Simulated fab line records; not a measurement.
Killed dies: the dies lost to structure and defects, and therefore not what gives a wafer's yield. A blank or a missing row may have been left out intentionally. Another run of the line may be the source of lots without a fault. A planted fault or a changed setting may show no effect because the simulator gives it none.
fab line records    flow gf180mcu    part 1 of 2: steps 1 to 31 of 43
record: lots: 5  wafers: 15  last-day: 33
route steps=602 shown HV_LDD@227 NSD@235 PSD@248 SAB@264
lots that met no fault: from a run of the same line without faults
start-h: hours from the record's opening day to when the first of the lot's shown wafers began    wait-h: hours elapsed since this lot's preceding step    " repeats the value in the row above    L1.1+2: a single row standing in for several wafers    - no value present, or no start provided    * or withheld: withheld    < > ~ a bound
route shown NAME@n: names a module that has steps shown in the file, with the first one's number in the route    usual: mean and standard deviation over wafers with no fault    same: alike in all rows    chamber/n: place in a boat    sites: each site's reading    _std_site: the values' standard deviation    _edge_site: outer sites' mean less inner sites'    radius-mm: for every site, how far away it sits from the centre of the wafer    mask NAME#n: copy n    behind: the tool/chamber that last shaped the wafer    hold: why the lot went on hold/how many hours it stayed there/how the hold came to an end    device: the n, p or np transistor that did not switch    end of line: at the end of the route, the tests of the same wafers    a step with no rows: only its recipe    killed: dies lost to structure and defects at the first sort, not the wafer's yield    map: dies across one wafer; x = killed, . = not, _ = none there
set.NAME: the setting that was run; set.NAME@STEP: the one run at that earlier step    model.NAME: the simulator's own value behind a step, which no gauge read
lots seen at some steps along the route; tables by step, rows by wafer
services: when a tool's chamber went out of use (start-h, in hours from the record's first day, below 0 if earlier), for how many hours, and the reason
== steps ==
step: GF_HV_LDD_CLEAN_51
recipe: chemistry: SC1/SC2  mix: 1:4:20  temp-c: 70  time-s: 150  dry: n2-spin
lot.wafer   tool          chamber  start-h  wait-h
L075.2+4+5  wet-bench-01  3        280.79   0.0
L078.2+4+6  wet-bench-03  2        307.72   0.0
L079.4+5+6  wet-bench-01  2        315.76   0.0
L086.2+5+6  wet-bench-04  2        374.32   0.0
L091.1+3+4  wet-bench-01  1        411.02   0.1
step: GF_HV_LDD_RTA_52
recipe: temp-c: 1000  time-s: 10  ambient: N2
usual: anneal-temp-c-max: 1004.1/0.79  lamp-power-pct: 31.9/2.4  wafer_temp_C_max: 1005.1/1.3
lot.wafer  tool           chamber  start-h  wait-h  anneal-temp-c-max  lamp-power-pct  wafer_temp_C_max
L075.2     rtp-anneal-02  0        280.85   0.0     1003.9             34.1            1003.5
L075.4     "              0        "        "       1002.8             34.1            1003.6
L075.5     "              0        "        "       1003.8             34.1            1004.1
L078.2     rtp-anneal-02  0        307.84   0.0     1005.3             34.2            1005.3
L078.4     "              0        "        "       1003.6             34.1            1004.1
L078.6     "              0        "        "       1003.3             34.1            1004.8
L079.4     rtp-anneal-01  0        315.85   0.0     1004.8             29.2            1005.1
L079.5     "              0        "        "       1005.7             29.3            1003.8
L079.6     "              0        "        "       1004.3             29.3            1006.6
L086.2     rtp-anneal-02  0        374.39   0.0     1004.5             34.1            1005.5
L086.5     "              0        "        "       1003.6             34.2            1005.6
L086.6     "              0        "        "       1004.1             34.1            1003.7
L091.1     rtp-anneal-01  0        411.07   0.0     1003.3             29.3            1005.8
L091.3     "              0        "        "       1004.3             29.3            1004.1
L091.4     "              0        "        "       1004.3             29.3            1006.7
step: GF_HV_LDD_RS_MEAS_53
recipe: thk-meas-gauge: four-point-probe
usual: HV_LDD_RS: 418.8/1
lot.wafer  tool           chamber  start-h  wait-h  HV_LDD_RS[ohm/sq]
L075.2     film-metro-01  -        280.92   0.1     418.2
L075.4     "              -        "        "       418.5
L075.5     "              -        "        "       418.6
L078.2     film-metro-04  -        307.91   0.1     418.5
L078.4     "              -        "        "       419.9
L078.6     "              -        "        "       419.2
L079.4     film-metro-01  -        315.95   0.1     419.7
L079.5     "              -        "        "       419.3
L079.6     "              -        "        "       419.2
L086.2     film-metro-01  -        374.52   0.1     419.8
L086.5     "              -        "        "       418.9
L086.6     "              -        "        "       418.3
L091.1     film-metro-04  -        411.14   0.1     416.5
L091.3     "              -        "        "       417.1
L091.4     "              -        "        "       416.4
step: GF_HV_LDD_CVD_54
recipe: material: SiO2  target-thk-nm: 10  precursor: TEOS  temp-c: 680  time-s: 75  pressure-mtorr: 400
lot.wafer   tool      chamber  start-h  wait-h
L075.2+4+5  lpcvd-02  1        281.02   0.1
L078.2+4+6  lpcvd-01  0        308.01   0.1
L079.4+5+6  lpcvd-02  0        316.01   0.0
L086.2+5+6  lpcvd-02  1        374.62   0.1
L091.1+3+4  lpcvd-01  0        411.26   0.1
step: GF_HV_LDD_THK_MEAS_55
recipe: reads: SiO2_of_HV_LDD_CVD_54
usual: HV_LDD_CVD_54_THK: 9.96/0.17
lot.wafer  tool           chamber  start-h  wait-h  HV_LDD_CVD_54_THK[nm]
L075.2     film-metro-04  -        282.06   0.0     10.00
L075.4     "              -        "        "       9.93
L075.5     "              -        "        "       9.91
L078.2     film-metro-01  -        309.05   0.0     10.01
L078.4     "              -        "        "       9.99
L078.6     "              -        "        "       10.02
L079.4     film-metro-04  -        317.06   0.0     9.92
L079.5     "              -        "        "       9.77
L079.6     "              -        "        "       9.76
L086.2     film-metro-03  -        375.65   0.0     9.84
L086.5     "              -        "        "       9.71
L086.6     "              -        "        "       9.75
L091.1     film-metro-03  -        412.28   0.0     10.23
L091.3     "              -        "        "       10.11
L091.4     "              -        "        "       10.11
step: GF_HV_LDD_CVD_56
recipe: material: Si3N4  precursor: DCS/NH3  target-thk-nm: 90  temp-c: 770  time-s: 1543  pressure-mtorr: 250
lot.wafer   tool      chamber  start-h  wait-h
L075.2+4+5  lpcvd-01  0        282.11   0.0
L078.2+4+6  lpcvd-02  0        309.10   0.0
L079.4+5+6  lpcvd-02  1        317.09   0.0
L086.2+5+6  lpcvd-01  0        375.70   0.0
L091.1+3+4  lpcvd-02  0        412.35   0.1
step: GF_HV_LDD_THK_MEAS_57
recipe: reads: Si3N4_of_HV_LDD_CVD_56
usual: HV_LDD_CVD_56_THK: 89.8/0.9
lot.wafer  tool           chamber  start-h  wait-h  HV_LDD_CVD_56_THK[nm]
L075.2     film-metro-01  -        283.54   0.0     90.2
L075.4     "              -        "        "       90.0
L075.5     "              -        "        "       90.6
L078.2     film-metro-03  -        310.53   0.0     89.6
L078.4     "              -        "        "       89.4
L078.6     "              -        "        "       89.0
L079.4     film-metro-03  -        318.54   0.0     88.6
L079.5     "              -        "        "       88.4
L079.6     "              -        "        "       89.4
L086.2     film-metro-04  -        377.14   0.0     90.3
L086.5     "              -        "        "       89.7
L086.6     "              -        "        "       89.6
L091.1     film-metro-01  -        413.78   0.0     89.0
L091.3     "              -        "        "       89.4
L091.4     "              -        "        "       88.8
step: GF_HV_LDD_ETCHBACK_58
recipe: chemistry: CH3F/O2  target: Si3N4  stop-on: SiO2  source-w: 400  bias-w: 80  pressure-mtorr: 25  ch3f-flow-sccm: 40  O2_flow_sccm: 30  time-s: 100  target-depth-a: 900
usual: drypump-motor-current-A: 5.6/0.49  oes-product-au: 0.841/0.0065  throttle-valve-pct: 10.562/0.0096
lot.wafer  tool         chamber  start-h  wait-h  drypump-motor-current-A  oes-product-au  rf-hours-counter-h  throttle-valve-pct
L075.2     rie-diel-02  0        283.59   0.0     6.5                      0.844           92                  10.570
L075.4     "            2        "        "       5.8                      0.840           -                   10.571
L075.5     "            3        "        "       5.2                      0.846           -                   10.564
L078.2     rie-diel-04  3        310.58   0.0     5.5                      0.836           80                  10.571
L078.4     "            1        "        "       6.2                      0.840           85                  10.557
L078.6     "            0        "        "       5.3                      0.833           -                   10.562
L079.4     rie-diel-03  1        318.57   0.0     5.7                      0.834           4                   10.583
L079.5     "            3        "        "       4.8                      0.838           -                   10.543
L079.6     "            2        "        "       5.4                      0.845           -                   10.556
L086.2     rie-diel-03  3        377.19   0.0     4.8                      0.854           74                  10.565
L086.5     "            2        "        "       5.4                      0.845           -                   10.565
L086.6     "            1        "        "       5.8                      0.846           -                   10.566
L091.1     rie-diel-03  3        413.84   0.1     4.8                      0.834           75                  10.554
L091.3     "            2        "        "       5.4                      0.850           4                   10.573
L091.4     "            1        "        "       5.7                      0.841           6                   10.549
step: GF_NSD_DEHYDRATE_00
recipe: temp-c: 200  time-s: 60
lot.wafer   tool            chamber  start-h  wait-h
L075.2+4+5  litho-track-01  0        292.59   9.0
L078.2+4+6  litho-track-01  0        320.14   9.5
L079.4+5+6  litho-track-01  0        328.84   10.2
L086.2+5+6  litho-track-02  0        387.72   10.5
L091.1+3+4  litho-track-01  0        425.12   11.2
step: GF_NSD_HMDS_01
recipe: prime-time-s: 60  prime-temp-c: 120
lot.wafer   tool            chamber  start-h  wait-h
L075.2+4+5  litho-track-01  0        292.74   0.1
L078.2+4+6  litho-track-01  0        320.29   0.1
L079.4+5+6  litho-track-01  0        328.99   0.1
L086.2+5+6  litho-track-02  0        387.87   0.1
L091.1+3+4  litho-track-01  0        425.27   0.1
step: GF_NSD_COAT_02
recipe: resist: NOVOLAK  spin-rpm: 3000  resist-thk-nm: 1000
usual: dispense-pressure-kPa: 53/5.9
lot.wafer  tool            chamber  start-h  wait-h  dispense-pressure-kPa
L075.2     litho-track-01  0        292.89   0.1     58
L075.4     "               0        "        "       59
L075.5     "               0        "        "       59
L078.2     litho-track-01  0        320.44   0.1     59
L078.4     "               0        "        "       59
L078.6     "               0        "        "       59
L079.4     litho-track-01  0        329.14   0.1     59
L079.5     "               0        "        "       59
L079.6     "               0        "        "       59
L086.2     litho-track-02  0        388.02   0.1     46
L086.5     "               0        "        "       46
L086.6     "               0        "        "       46
L091.1     litho-track-01  0        425.42   0.1     58
L091.3     "               0        "        "       58
L091.4     "               0        "        "       58
step: GF_NSD_SOFTBAKE_03
recipe: temp-c: 90  time-s: 60  resist: NOVOLAK
lot.wafer   tool            chamber  start-h  wait-h
L075.2+4+5  litho-track-01  0        293.04   0.1
L078.2+4+6  litho-track-01  0        320.59   0.1
L079.4+5+6  litho-track-01  0        329.29   0.1
L086.2+5+6  litho-track-02  0        388.17   0.1
L091.1+3+4  litho-track-01  0        425.57   0.1
step: GF_NSD_EXPOSE_04
recipe: mask-id: Nplus  target-cd-nm: 400  na: 0.6  source-shape: conventional  sigma-outer: 0.6  dose-mj: 140
lot.wafer   tool              chamber  start-h  wait-h  mask
L075.2+4+5  iline-stepper-02  0        -        -       Nplus#0
L078.2+4+6  iline-stepper-01  0        -        -       Nplus#0
L079.4+5+6  iline-stepper-02  0        -        -       Nplus#0
L086.2+5+6  iline-stepper-02  0        -        -       Nplus#0
L091.1+3+4  iline-stepper-02  0        -        -       Nplus#0
step: GF_NSD_PEB_05
recipe: temp-c: withheld  time-s: *  resist: NOVOLAK
lot.wafer   tool            chamber  start-h  wait-h
L075.2+4+5  litho-track-03  0        -        -
L078.2+4+6  litho-track-01  0        -        -
L079.4+5+6  litho-track-02  0        -        -
L086.2+5+6  litho-track-02  0        -        -
L091.1+3+4  litho-track-01  0        -        -
step: GF_NSD_DEVELOP_06
recipe: develop-time-s: 60  dev-temp-c: 23
lot.wafer   tool            chamber  start-h  wait-h
L075.2+4+5  litho-track-03  0        303.15   0.1
L078.2+4+6  litho-track-01  0        330.89   0.1
L079.4+5+6  litho-track-02  0        339.62   0.1
L086.2+5+6  litho-track-02  0        399.12   0.1
L091.1+3+4  litho-track-01  0        437.62   0.1
step: GF_NSD_CD_MEAS_07
recipe: target-cd-nm: 400
usual: cd-nm: 400.7/2.9
lot.wafer  tool       chamber  start-h  wait-h  cd-nm
L075.2     cd-sem-02  -        303.29   0.1     402.0
L075.4     "          -        "        "       402.2
L075.5     "          -        "        "       403.3
L078.2     cd-sem-01  -        331.04   0.1     399.8
L078.4     "          -        "        "       400.1
L078.6     "          -        "        "       401.6
L079.4     cd-sem-01  -        339.76   0.1     391.8
L079.5     "          -        "        "       394.7
L079.6     "          -        "        "       393.3
L086.2     cd-sem-02  -        399.27   0.1     405.1
L086.5     "          -        "        "       401.9
L086.6     "          -        "        "       404.2
L091.1     cd-sem-02  -        437.77   0.1     402.7
L091.3     "          -        "        "       400.5
L091.4     "          -        "        "       398.9
step: GF_NSD_OVL_MEAS_08
usual: NSD_OVL: 0.3/1.3
lot.wafer  tool        chamber  start-h  wait-h  NSD_OVL[nm]
L075.2     overlay-01  -        303.40   0.1     2.1
L075.4     "           -        "        "       1.9
L075.5     "           -        "        "       3.2
L078.2     overlay-02  -        331.14   0.1     -0.3
L078.4     "           -        "        "       1.4
L078.6     "           -        "        "       -0.3
L079.4     overlay-02  -        339.84   0.1     -2.0
L079.5     "           -        "        "       -0.5
L079.6     "           -        "        "       0.0
L086.2     overlay-02  -        399.37   0.1     1.6
L086.5     "           -        "        "       3.4
L086.6     "           -        "        "       1.7
L091.1     overlay-02  -        437.89   0.1     -3.0
L091.3     "           -        "        "       0.9
L091.4     "           -        "        "       -0.3
step: GF_NSD_IMPLANT_09
recipe: species: As  energy-kev: 60  dose-cm2: 4e+15  tilt-deg: 7
usual: beam-energy-keV: 60.002/0.016
lot.wafer  tool          chamber  start-h  wait-h  beam-energy-keV
L075.2     implanter-02  0        303.45   0.0     60.002
L075.4     "             0        "        "       60.001
L075.5     "             0        "        "       59.996
L078.2     implanter-03  0        331.20   0.0     60.023
L078.4     "             0        "        "       60.013
L078.6     "             0        "        "       60.029
L079.4     implanter-03  0        339.93   0.1     59.987
L079.5     "             0        "        "       60.024
L079.6     "             0        "        "       60.014
L086.2     implanter-02  0        399.43   0.0     59.987
L086.5     "             0        "        "       59.982
L086.6     "             0        "        "       59.998
L091.1     implanter-03  0        437.92   0.0     60.002
L091.3     "             0        "        "       60.001
L091.4     "             0        "        "       60.004
step: GF_NSD_IMPLANT_10
recipe: species: P  energy-kev: 40  dose-cm2: 5e+14  tilt-deg: 7
usual: beam-energy-keV: 40.000/0.013
lot.wafer  tool          chamber  start-h  wait-h  beam-energy-keV
L075.2     implanter-02  0        303.60   0.1     40.007
L075.4     "             0        "        "       39.987
L075.5     "             0        "        "       39.992
L078.2     implanter-03  0        331.35   0.1     40.003
L078.4     "             0        "        "       40.015
L078.6     "             0        "        "       39.997
L079.4     implanter-03  0        340.08   0.1     39.959
L079.5     "             0        "        "       39.962
L079.6     "             0        "        "       39.995
L086.2     implanter-02  0        399.58   0.1     40.009
L086.5     "             0        "        "       40.002
L086.6     "             0        "        "       40.020
L091.1     implanter-03  0        438.07   0.1     40.009
L091.3     "             0        "        "       40.016
L091.4     "             0        "        "       39.997
step: GF_NSD_STRIP_11
recipe: chemistry: O2/N2  power-w: 1400  pressure-mtorr: 1500  platen-temp-c: 250  o2-flow-sccm: 3000  n2-flow-sccm: 300  overash-fraction: 0.5
usual: drypump-motor-current-A: 5.9/0.35  heater-power-w: 320/34  oes-product-au: 0.486/0.0047  platen-temp-c: 250.01/0.19  strip-time-to-endpoint-s: 22.97/0.041
same: overash-fraction: 0.5
lot.wafer  tool             chamber  start-h  wait-h  drypump-motor-current-A  heater-power-w  oes-product-au  platen-temp-c  rf-hours-counter-h  strip-time-to-endpoint-s
L075.2     plasma-asher-04  0        303.73   0.1     6.4                      283             0.486           250.35         17                  22.97
L075.4     "                1        "        "       5.8                      344             0.478           250.28         -                   22.95
L075.5     "                0        "        "       6.4                      283             0.477           250.23         -                   22.94
L078.2     plasma-asher-04  1        331.47   0.1     5.8                      340             0.486           249.80         20                  22.96
L078.4     "                1        "        "       5.7                      336             0.486           250.14         -                   22.95
L078.6     "                0        "        "       6.5                      284             0.483           249.94         -                   22.99
L079.4     plasma-asher-03  0        340.19   0.1     6.3                      314             0.489           250.05         -                   23.00
L079.5     "                1        "        "       5.7                      296             0.478           249.90         -                   23.02
L079.6     "                0        "        "       6.3                      313             0.484           249.82         -                   22.98
L086.2     plasma-asher-02  1        399.70   0.1     5.4                      391             0.490           249.82         63                  22.91
L086.5     "                1        "        "       5.4                      397             0.480           249.84         -                   22.86
L086.6     "                0        "        "       5.9                      306             0.486           249.98         -                   22.89
L091.1     plasma-asher-02  0        438.22   0.1     5.9                      300             0.485           250.00         67                  22.97
L091.3     "                1        "        "       5.4                      387             0.486           250.13         -                   22.98
L091.4     "                0        "        "       5.9                      305             0.491           249.97         -                   22.96
step: GF_NSD_TW_MEAS_12
usual: NSD_TW: 4284/19
lot.wafer  tool           chamber  start-h  wait-h  NSD_TW
L075.2     film-metro-01  -        303.84   0.1     4312
L075.4     "              -        "        "       4323
L075.5     "              -        "        "       4322
L078.2     film-metro-02  -        331.58   0.1     4267
L078.4     "              -        "        "       4281
L078.6     "              -        "        "       4294
L079.4     film-metro-02  -        340.28   0.1     4273
L079.5     "              -        "        "       4275
L079.6     "              -        "        "       4276
L086.2     film-metro-02  -        399.81   0.1     4290
L086.5     "              -        "        "       4297
L086.6     "              -        "        "       4286
L091.1     film-metro-03  -        438.32   0.1     4306
L091.3     "              -        "        "       4315
L091.4     "              -        "        "       4312
step: GF_PSD_DEHYDRATE_00
recipe: temp-c: 200  time-s: 60
lot.wafer   tool            chamber  start-h  wait-h
L075.2+4+5  litho-track-04  0        313.28   9.4
L078.2+4+6  litho-track-01  0        341.39   9.8
L079.4+5+6  litho-track-03  0        350.75   10.5
L086.2+5+6  litho-track-03  0        410.45   10.6
L091.1+3+4  litho-track-04  0        450.10   11.8
step: GF_PSD_HMDS_01
recipe: prime-time-s: 60  prime-temp-c: 120
lot.wafer   tool            chamber  start-h  wait-h
L075.2+4+5  litho-track-04  0        313.43   0.1
L078.2+4+6  litho-track-01  0        341.54   0.1
L079.4+5+6  litho-track-03  0        350.90   0.1
L086.2+5+6  litho-track-03  0        410.60   0.1
L091.1+3+4  litho-track-04  0        450.25   0.1
step: GF_PSD_COAT_02
recipe: resist: NOVOLAK  spin-rpm: 3000  resist-thk-nm: 1000
usual: dispense-pressure-kPa: 52/5.6
lot.wafer  tool            chamber  start-h  wait-h  dispense-pressure-kPa
L075.2     litho-track-04  0        313.58   0.1     46
L075.4     "               0        "        "       46
L075.5     "               0        "        "       46
L078.2     litho-track-01  0        341.69   0.1     58
L078.4     "               0        "        "       58
L078.6     "               0        "        "       58
L079.4     litho-track-03  0        351.05   0.1     56
L079.5     "               0        "        "       56
L079.6     "               0        "        "       56
L086.2     litho-track-03  0        410.75   0.1     56
L086.5     "               0        "        "       56
L086.6     "               0        "        "       56
L091.1     litho-track-04  0        450.40   0.1     47
L091.3     "               0        "        "       47
L091.4     "               0        "        "       47
step: GF_PSD_SOFTBAKE_03
recipe: temp-c: 90  time-s: 60  resist: NOVOLAK
lot.wafer   tool            chamber  start-h  wait-h
L075.2+4+5  litho-track-04  0        313.73   0.1
L078.2+4+6  litho-track-01  0        341.84   0.1
L079.4+5+6  litho-track-03  0        351.20   0.1
L086.2+5+6  litho-track-03  0        410.90   0.1
L091.1+3+4  litho-track-04  0        450.55   0.1
step: GF_PSD_EXPOSE_04
recipe: mask-id: Pplus  target-cd-nm: 400  na: 0.6  source-shape: conventional  sigma-outer: 0.6  dose-mj: 140
lot.wafer   tool              chamber  start-h  wait-h  mask
L075.2+4+5  iline-stepper-01  0        -        -       Pplus#0
L078.2+4+6  iline-stepper-01  0        -        -       Pplus#0
L079.4+5+6  iline-stepper-01  0        -        -       Pplus#0
L086.2+5+6  iline-stepper-02  0        -        -       Pplus#0
L091.1+3+4  iline-stepper-02  0        -        -       Pplus#0
step: GF_PSD_PEB_05
recipe: temp-c: withheld  time-s: *  resist: NOVOLAK
lot.wafer   tool            chamber  start-h  wait-h
L075.2+4+5  litho-track-04  0        -        -
L078.2+4+6  litho-track-01  0        -        -
L079.4+5+6  litho-track-04  0        -        -
L086.2+5+6  litho-track-04  0        -        -
L091.1+3+4  litho-track-03  0        -        -
step: GF_PSD_DEVELOP_06
recipe: develop-time-s: 60  dev-temp-c: 23
lot.wafer   tool            chamber  start-h  wait-h
L075.2+4+5  litho-track-04  0        324.18   0.1
L078.2+4+6  litho-track-01  0        352.94   0.1
L079.4+5+6  litho-track-04  0        361.73   0.1
L086.2+5+6  litho-track-04  0        422.28   0.1
L091.1+3+4  litho-track-03  0        462.62   0.1
step: GF_PSD_CD_MEAS_07
recipe: target-cd-nm: 400
usual: cd-nm: 400.4/2.8
lot.wafer  tool       chamber  start-h  wait-h  cd-nm
L075.2     cd-sem-01  -        324.32   0.1     402.5
L075.4     "          -        "        "       402.3
L075.5     "          -        "        "       401.3
L078.2     cd-sem-01  -        353.09   0.1     404.1
L078.4     "          -        "        "       405.2
L078.6     "          -        "        "       404.1
L079.4     cd-sem-01  -        361.86   0.1     399.2
L079.5     "          -        "        "       399.6
L079.6     "          -        "        "       401.6
L086.2     cd-sem-01  -        422.42   0.1     405.2
L086.5     "          -        "        "       406.0
L086.6     "          -        "        "       404.0
L091.1     cd-sem-01  -        462.77   0.1     405.5
L091.3     "          -        "        "       404.2
L091.4     "          -        "        "       405.1
step: GF_PSD_OVL_MEAS_08
usual: PSD_OVL: -0.3/1.3
lot.wafer  tool        chamber  start-h  wait-h  PSD_OVL[nm]
L075.2     overlay-02  -        324.44   0.1     -0.5
L075.4     "           -        "        "       -1.4
L075.5     "           -        "        "       -0.9
L078.2     overlay-01  -        353.19   0.1     -1.1
L078.4     "           -        "        "       1.2
L078.6     "           -        "        "       -1.8
L079.4     overlay-02  -        361.94   0.1     0.9
L079.5     "           -        "        "       0.0
L079.6     "           -        "        "       1.7
L086.2     overlay-01  -        422.53   0.1     2.3
L086.5     "           -        "        "       1.7
L086.6     "           -        "        "       2.1
L091.1     overlay-02  -        462.89   0.1     0.9
L091.3     "           -        "        "       -1.1
L091.4     "           -        "        "       -1.2
step: GF_PSD_IMPLANT_09
recipe: species: BF2  energy-kev: 40  dose-cm2: 1.5e+15  tilt-deg: 7
usual: beam-energy-keV: 40.000/0.012
lot.wafer  tool          chamber  start-h  wait-h  beam-energy-keV
L075.2     implanter-03  0        324.49   0.0     40.013
L075.4     "             0        "        "       39.990
L075.5     "             0        "        "       40.005
L078.2     implanter-03  0        353.25   0.0     40.029
L078.4     "             0        "        "       39.999
L078.6     "             0        "        "       40.014
L079.4     implanter-02  0        362.03   0.1     40.008
L079.5     "             0        "        "       40.015
L079.6     "             0        "        "       39.982
L086.2     implanter-03  0        422.58   0.0     39.983
L086.5     "             0        "        "       39.988
L086.6     "             0        "        "       40.000
L091.1     implanter-01  0        462.93   0.0     40.000
L091.3     "             0        "        "       39.988
L091.4     "             0        "        "       40.000
